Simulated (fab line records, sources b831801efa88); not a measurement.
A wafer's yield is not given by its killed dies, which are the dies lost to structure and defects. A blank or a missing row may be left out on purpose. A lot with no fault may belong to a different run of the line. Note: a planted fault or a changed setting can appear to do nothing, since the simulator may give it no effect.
Split-lot trial	flow gf180mcu	27 wafers read across 5 lots, on a route 602 steps long

== SPLIT DETAILS ==
At GF_V2_DEVELOP_13 (develop time 60 s), the setting develop_time_s was moved away from the recipe's 60 s on 12 of the 27 wafers read, by -59.3% to +46.3%. The other wafers ran this setting at the recipe's value.

Between the split and the reading, the file records no step.

== THE READING ==
At GF_V2_CD_MEAS_14: cd_nm in nanometres, against a target cd of 260 nm. Typical for fault-free wafers on this fab line: 260.1 nm, with standard deviation 1.3 nm.

wafer	tool, chamber at the split	develop_time_s as run, s	against the recipe	cd_nm, nm	against lot-mates on the recipe
L075.1	litho_track-01, 0	24.4	-59.3%	256.9	-3.6
L075.2	litho_track-01, 0	60	recipe	259.7	-
L075.3	litho_track-01, 0	60	recipe	260.8	-
L075.4	litho_track-01, 0	24.4	-59.3%	256.1	-4.4
L075.5	litho_track-01, 0	24.4	-59.3%	257.0	-3.5
L075.6	litho_track-01, 0	60	recipe	261.1	-
L076.1	litho_track-01, 0	60	recipe	260.9	-
L076.2	litho_track-01, 0	87.76	+46.3%	262.4	+1.6
L076.3	litho_track-01, 0	60	recipe	260.6	-
L076.4	litho_track-01, 0	87.76	+46.3%	262.2	+1.4
L076.5	litho_track-01, 0	60	recipe	261.0	-
L076.6	litho_track-01, 0	87.76	+46.3%	260.8	+0.0
L079.1	litho_track-04, 0	32.26	-46.2%	259.3	-2.3
L079.2	litho_track-04, 0	60	recipe	262.3	-
L079.3	litho_track-04, 0	32.26	-46.2%	259.6	-2.0
L079.4	litho_track-04, 0	60	recipe	260.6	-
L079.5	litho_track-04, 0	60	recipe	261.8	-
L079.6	litho_track-04, 0	32.26	-46.2%	259.4	-2.2
L080.2	litho_track-03, 0	60	recipe	256.5	-
L080.4	litho_track-03, 0	60	recipe	257.1	-
L080.5	litho_track-03, 0	60	recipe	256.4	-
L082.1	litho_track-03, 0	28.58	-52.4%	256.8	-2.6
L082.2	litho_track-03, 0	60	recipe	260.0	-
L082.3	litho_track-03, 0	28.58	-52.4%	255.8	-3.6
L082.4	litho_track-03, 0	60	recipe	259.0	-
L082.5	litho_track-03, 0	60	recipe	259.1	-
L082.6	litho_track-03, 0	28.58	-52.4%	255.2	-4.2

THE FIT
A straight line over all 27 wafers: cd_nm changes by +0.0471 nm for each +1% of develop_time_s; r = +0.69; the points scatter about the line by 1.6 nm.
The same after taking each lot's own level away (the mean of its wafers on the recipe; 27 wafers): +0.0489 nm for each +1%; r = +0.91; scatter 0.75 nm.
The reading moves by 2.9 nm for the largest change in develop_time_s, on that fit.
Across the lots, their own levels run from 256.67 to 261.57 nm, a range of 3.8 times the standard deviation given above.
So the lot-to-lot level blurs the effect unless lot-mates are compared.
Check: for one of the wafers moved furthest among these (-59.3%), held out of the fit, the line's prediction against its lot-mates is -3.18 nm. Against them it came out at -3.63 nm.

== OTHER SPLITS ON THESE WAFERS ==
These wafers also went through other splits before the reading. Each is held against what the fit with the lots' levels taken away leaves over:
other split on the same wafers	wafers away from the commonest value	r with cd_nm (lot level and that fit taken away)
GF_POLY_GATE_ETCH_13 time_s	6	+0.04
GF_V1_CVD_02 time_s	12	+0.13

== THE WHOLE CHAIN: every reading that the file lists as answering this split, in the file's order ==
step	what it does	reading	change (the file's fit)	r (the file's)
GF_V2_CD_MEAS_14	target cd 260 nm	cd_nm	+0.0526 nm for each +1% of the setting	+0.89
GF_V2_ETCH_16	etches BARC in N2/H2	V2.cd_nm (the simulator's own value, which no gauge read)	+0.0549 nm for each +1% of the setting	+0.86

== THE FILE'S OWN FIT ==
cd_nm changes by +0.0526 nm for each +1% of develop_time_s, r = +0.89.
